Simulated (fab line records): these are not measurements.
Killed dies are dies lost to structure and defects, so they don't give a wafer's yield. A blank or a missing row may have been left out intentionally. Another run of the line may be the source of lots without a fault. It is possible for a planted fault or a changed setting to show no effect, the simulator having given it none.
Problem report, 8D (eight disciplines) form, completed by code ; flow sky130 ; the parts of the form that need people (team, actions taken, sign-off) are left out

1. WHAT IS WRONG
Mean LDD_HVP_TW at SKY_LDD_HVP_TW_MEAS_10: 494.1 over 6 wafers in 2 lots; fault-free wafers: 460.6, standard deviation 1.8. Measured from the usual mean, that is +19 standard deviations.
The first sign was on wafer L752.3 at day 25 02:19, on film_metro-01. The record holds 39 wafers of 13 lots with a number at this step. Rule for "out" (also "out of limits"): further than 4 standard deviations from the usual mean. Any other wafer with a number is counted as sound.

2. WHAT IT IS, AND WHAT IT ISN'T
question;is;is not
which readings at this step;LDD_HVP_TW;-
which lots;L752, L754;L745, L746, L748, L749, L755, L760, L762, L763, L764, L766, L767
which wafers of those lots;all that have a number;-
read on which gauges;film_metro-01, film_metro-02;film_metro-03
when;from day 25 02:19;"up to then (12 sound wafers); but 21 sound wafers of L755, L760, L762, L763, L764, L766, L767 came after"

3. WHAT RULES OUT EACH SUSPECT
Counting: any tool at a process step up to the reading is kept as a suspect provided that every lot that is out went through it and no sound lot did after the first of them.
- the gauge at SKY_LDD_HVP_TW_MEAS_10: ruled out. 2 gauges (film_metro-01, film_metro-02) read the wafers that are out.
- implanter-04 at SKY_LDD_HVP_IMPLANT_08: ruled out as a lasting fault. After its first lot that is out, L752 (day 25 02:05), sound lots L764, L766 ran on it.
Left after counting: nothing in the record.

4. THE CAUSE (what the simulator had put in)
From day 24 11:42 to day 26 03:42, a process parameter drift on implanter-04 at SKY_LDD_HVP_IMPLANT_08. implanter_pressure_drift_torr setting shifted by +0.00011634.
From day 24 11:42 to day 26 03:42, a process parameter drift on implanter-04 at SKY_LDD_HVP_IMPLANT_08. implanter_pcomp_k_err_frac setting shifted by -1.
It was ruled out by counting, in error; the rule expects a fault to strike all lots run on its tool from its start on, and this fault did not.

5. SEQUENCE OF EFFECTS, ordered by route
Each row: a reading whose mean over the struck wafers that have a number lies more than 3 standard deviations from the usual. Readings are gone through only where the record gives a usual standard deviation; hours: the median, over the lots, of the time from a lot's start at the first step in this table giving one to that lot's start at this step; sigmas: the change measured in usual standard deviations.
hours;step;reading;usual;on struck wafers;change;sigmas
0;SKY_LDD_HVP_IMPLANT_08;beam_on_s;9.99 s;12.86;+2.87;+14
0;SKY_LDD_HVP_IMPLANT_08;end_station_pressure_torr;5.02e-06 Torr;1.20e-04;+1.15e-04;+99 or more
0;SKY_LDD_HVP_IMPLANT_08;faraday_current_uA;95.9;75.3;-20.6;-11
0;SKY_LDD_HVP_TW_MEAS_10;LDD_HVP_TW;460.6;494.1;+33.4;+19
It contains these process steps:
- SKY_LDD_HVP_IMPLANT_08
Later steps that measure or inspect, where all struck wafers having a row at the step show a number for every such reading and not one has moved that far: SKY_LDD_LDN_OVL_MEAS_07.

6. WHAT WOULD HAVE CAUGHT IT SOONER
15 hours passed between the start of the fault at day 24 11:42 and the first reading out of limits at a measuring or inspecting step in this record, taken at day 25 02:19.
Tool's own readings at SKY_LDD_HVP_IMPLANT_08, beam_on_s, end_station_pressure_torr, faraday_current_uA: out on all struck wafers the step has rows for; an alarm limit on them would have tripped on the first.
